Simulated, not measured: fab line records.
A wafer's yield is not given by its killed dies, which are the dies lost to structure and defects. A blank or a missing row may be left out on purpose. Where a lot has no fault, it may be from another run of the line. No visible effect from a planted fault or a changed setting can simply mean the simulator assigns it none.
The tool behind it: which one? -- flow gf180mcu -- 6 lots, 18 wafers sampled, at 2 steps of a route of 602

## WHAT THE GAUGES READ, wafer by wafer
GF_V1_THK_MEAS_03.
lot,measured,on,V1_CVD_02_THK (nm)
L700,day 18 16:28,film_metro-04,881 885 893
L704,day 19 09:36,film_metro-03,873 881 919
L707,day 20 14:05,film_metro-04,873 874 891
L714,day 22 23:13,film_metro-01,876 905 910
L719,day 24 09:36,film_metro-03,886 874 895
L721,day 24 23:32,film_metro-03,896 900 899

## TOOL THAT RAN EACH LOT (tool first, then ch and the chambers of the sampled wafers, then the start)
lot,GF_M1_METAL_ETCH_16
L700,"rie_metal-02 ch 0,1, day 18 15:20"
L704,"rie_metal-01 ch 0,1, day 19 08:45"
L707,"rie_metal-02 ch 0,1, day 20 13:11"
L714,"rie_metal-01 ch 0,1, day 22 22:21"
L719,"rie_metal-01 ch 0,1, day 24 08:44"
L721,"rie_metal-02 ch 0,1, day 24 22:41"
- GF_M1_METAL_ETCH_16: etches the open film in Cl2/BCl3, stops on SiO2, target depth 627.5 nm, time 104.6 s.

## THE ANSWER, worked out from the rows above alone
Rule: usual is defined by the lots themselves. The widest of any qualifying gaps counts: lots, ordered by their means at a reading, are off when they make up no more than a third of the lots, leave a main group of 4 or more, and stand apart from it by 3 or more times the standard deviation of that group's means. If all means in a main group match to the digits the tables above print for the reading, that group is not used. A lot without any number at a reading at which 4 lots or more have one is off too. All remaining lots with rows at the step are treated as sound.
None of the lots is off at any reading shown; this tells nothing.

## WHAT THE SIMULATOR PUT IN
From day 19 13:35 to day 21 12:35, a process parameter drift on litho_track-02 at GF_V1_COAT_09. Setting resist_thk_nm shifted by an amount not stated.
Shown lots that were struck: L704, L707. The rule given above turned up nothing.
